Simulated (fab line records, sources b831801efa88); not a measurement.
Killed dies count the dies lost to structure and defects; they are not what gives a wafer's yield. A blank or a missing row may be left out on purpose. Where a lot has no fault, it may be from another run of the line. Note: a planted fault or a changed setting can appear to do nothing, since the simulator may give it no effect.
Which of the tools did it? -- flow sky130 -- 21 wafers sampled from 7 lots at 1 step of a route of 708

== WHAT EACH GAUGE READ, for each wafer ==
SKY_VIA4_THK_MEAS_20: measures by xrf.
lot,measured,on,VIA4_W_THK (nm)
L346,day 42 12:23,film metro-01,518 514 504
L348,day 43 06:55,film metro-03,499 508 506
L351,day 44 12:31,film metro-03,507 508 512
L353,day 45 01:03,film metro-03,501 504 503
L356,day 45 12:57,film metro-03,494 495 497
L358,day 46 00:05,film metro-01,506 509 511
L366,day 48 19:12,film metro-01,503 497 498

== TOOL THAT RAN EACH LOT (tool first, then ch and the chambers of the sampled wafers, then the start) ==
Record: no process step prior to these readings.

== THE ANSWER, worked out from the rows above alone ==
Rule: what is usual is taken from the lots themselves. Put in order of their means at a reading, lots are off if they are a third of the lots or fewer, leave a main group of 4 or more, and stand apart from it by a gap of 3 or more times the standard deviation of the main group's means; of several such gaps the widest counts. A main group is skipped when, at the precision printed for the reading in the tables above, its means are all equal. A lot without any number at a reading at which 4 lots or more have one is off too. The other lots that the step has rows for count as sound.
Across all readings shown, no lot is off: no conclusion can be drawn from this.

== WHAT WAS PUT IN BY THE SIMULATOR ==
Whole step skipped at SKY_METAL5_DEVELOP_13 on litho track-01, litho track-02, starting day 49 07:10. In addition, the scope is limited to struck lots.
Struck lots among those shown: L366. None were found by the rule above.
